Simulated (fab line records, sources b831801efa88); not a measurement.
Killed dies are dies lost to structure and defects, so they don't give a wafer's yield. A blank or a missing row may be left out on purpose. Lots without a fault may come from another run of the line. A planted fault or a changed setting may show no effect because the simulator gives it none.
A struck lot beside a sound one | flow sky130 | 36 steps out of a route of 708
Sound: wafers L476.2, L476.3, L476.6. Struck: wafer L496.1. (L496.2, L496.3 of the same lot were not struck and are left out.) The cause comes at the end.
At each step with rows: each side's tool, then ch and its chambers, then its first start. Under that, the readings that differ: sound wafers | struck wafers | difference of the means | sigmas: that difference in standard deviations of wafers without a fault.
alike: readings whose means differ by less than 2 such deviations, and words and numbers that are the same on both sides. not compared: withheld readings, readings that some wafer has no value for, bounds like >300 that may hide the same value, and numbers for which the record gives no deviation and whose values overlap.
The two part at a step that has a row with sigmas, a row that says differs or no value, or rows on one side only. Numbers that don't overlap but have no deviation are shown without sigmas and don't part them. A reading that every wafer of one side lacks parts them only if that side has two wafers or more.

first, 10 steps without rows for these wafers: SKY_METAL4_STRIP_19 (strips in O2/N2); SKY_METAL4_STRIP_20 (strips in post etch residue remover, time 1200 s); SKY_METAL4_CLEAN_21 (cleans in IPA, time 180 s); SKY_METAL4_CLEAN_22 (cleans in O3/DIW); SKY_VIA4_HDPCVD_00 (deposits SiO2, target thk 1750 nm, time 291.7 s); SKY_VIA4_CMP_02 (polishes SiO2); SKY_VIA4_DEHYDRATE_04 (time 60 s); SKY_VIA4_HMDS_05 (prime time 60 s); SKY_VIA4_COAT_06 (resist thk 1140 nm); SKY_VIA4_SOFTBAKE_07 (time 60 s).
SKY_VIA4_EXPOSE_08: exposes mask VIM4, target cd 800 nm.
  sound on iline_stepper-02 ch 0, day 44 08:07; struck on iline_stepper-02 ch 0, day 49 23:53
  alike: mask
then, 2 steps without rows for these wafers: SKY_VIA4_PEB_09; SKY_VIA4_DEVELOP_10 (develop time 60 s).
SKY_VIA4_ETCH_12: etches SiO2 in C4F8/O2/Ar, stops on TiN, target depth 580 nm.
  sound on rie_diel-01 ch 0,2, day 44 20:28; struck on rie_diel-03 ch 3, day 50 09:01
  reading               | sound             | struck | difference | sigmas
  model.VIA4.cd_nm (nm) | 801.8 803.4 799.6 | 923.5  | +121.9     |
  alike: chamber_pressure_mTorr, oes_product_au
then, 21 steps without rows for these wafers: SKY_VIA4_STRIP_13 (strips in O2/N2); SKY_VIA4_STRIP_14 (strips in post etch residue remover, time 1200 s); SKY_VIA4_CLEAN_15 (cleans in IPA, time 180 s); SKY_VIA4_CLEAN_16 (cleans in O3/DIW); SKY_VIA4_SPUTTER_17 (material TiN, target thk 20 nm, time 80 s); SKY_VIA4_CVD_18 (deposits W, target thk 505 nm, time 152.14 s); SKY_VIA4_CMP_21 (polishes, stops on SiO2, t overpolish 25 s, target thk 0 nm); SKY_METAL5_SPUTTER_00 (material Ti, target thk 15 nm, time 10 s); SKY_METAL5_SPUTTER_01 (material TiN, target thk 20 nm, time 16.7 s); SKY_METAL5_SPUTTER_02 (material AlCu, target thk 1150 nm, time 61.2 s); SKY_METAL5_SPUTTER_03 (material Ti, target thk 5 nm, time 3.3 s); SKY_METAL5_SPUTTER_04 (material TiN, target thk 70 nm, time 58.3 s); SKY_METAL5_DEHYDRATE_07 (time 60 s); SKY_METAL5_HMDS_08 (prime time 60 s); SKY_METAL5_COAT_09 (resist thk 1800 nm); SKY_METAL5_SOFTBAKE_10 (time 60 s); SKY_METAL5_EXPOSE_11 (exposes mask MM5, target cd 1600 nm); SKY_METAL5_PEB_12; SKY_METAL5_DEVELOP_13 (develop time 60 s); SKY_METAL5_DESCUM_14 (chemistry O2, time 11 s); SKY_METAL5_METAL_ETCH_15 (etches the open film in Cl2/BCl3, stops on SiO2, target depth 1260 nm, time 252 s).
-- the record jumps here: 2 days lie between the struck wafers' starts before and after (it left off in module METAL5 and takes up again in module PAD_OPEN, whose first step shown is number 708 of the route) --
SKY_PAD_OPEN_PROBE_99:
  sound on prober-02, day 47 20:23; struck on prober-01, day 52 17:26
  reading                  | sound          | struck | difference | sigmas
  defect_limited_yield (%) | 81.9 82.1 82.5 | 60.0   | -22.2      | -12
  killed_at_M4_up          | 3 3 2          | 111    | +108       | +68
  killed_dies              | 89 88 86       | 197    | +109       | +12
  killed_on_rim            | 22 18 17       | 68     | +49        | +13
  sort_bin_3_pad_short (%) | 1.0 0.8 0.6    | 22.8   | +22.0      | +52
  sort_bin_5_function (%)  | 9.3 10.2 9.1   | 12.8   | +3.3       | +2
  sort_bin_6_memory (%)    | 7.7 6.9 7.7    | 4.5    | -2.9       | -2
  sort_n_pass              | 403 404 406    | 295    | -109       | -12
  sort_yield_pct (%)       | 81.9 82.1 82.5 | 60.0   | -22.2      | -12
  alike: killed_at_M0_to_M3, killed_at_contacts, killed_at_front_end, killed_at_other, killed_open, killed_short

WHERE THEY PART
Only at SKY_PAD_OPEN_PROBE_99, within this record.

WHY: what the simulator had put in
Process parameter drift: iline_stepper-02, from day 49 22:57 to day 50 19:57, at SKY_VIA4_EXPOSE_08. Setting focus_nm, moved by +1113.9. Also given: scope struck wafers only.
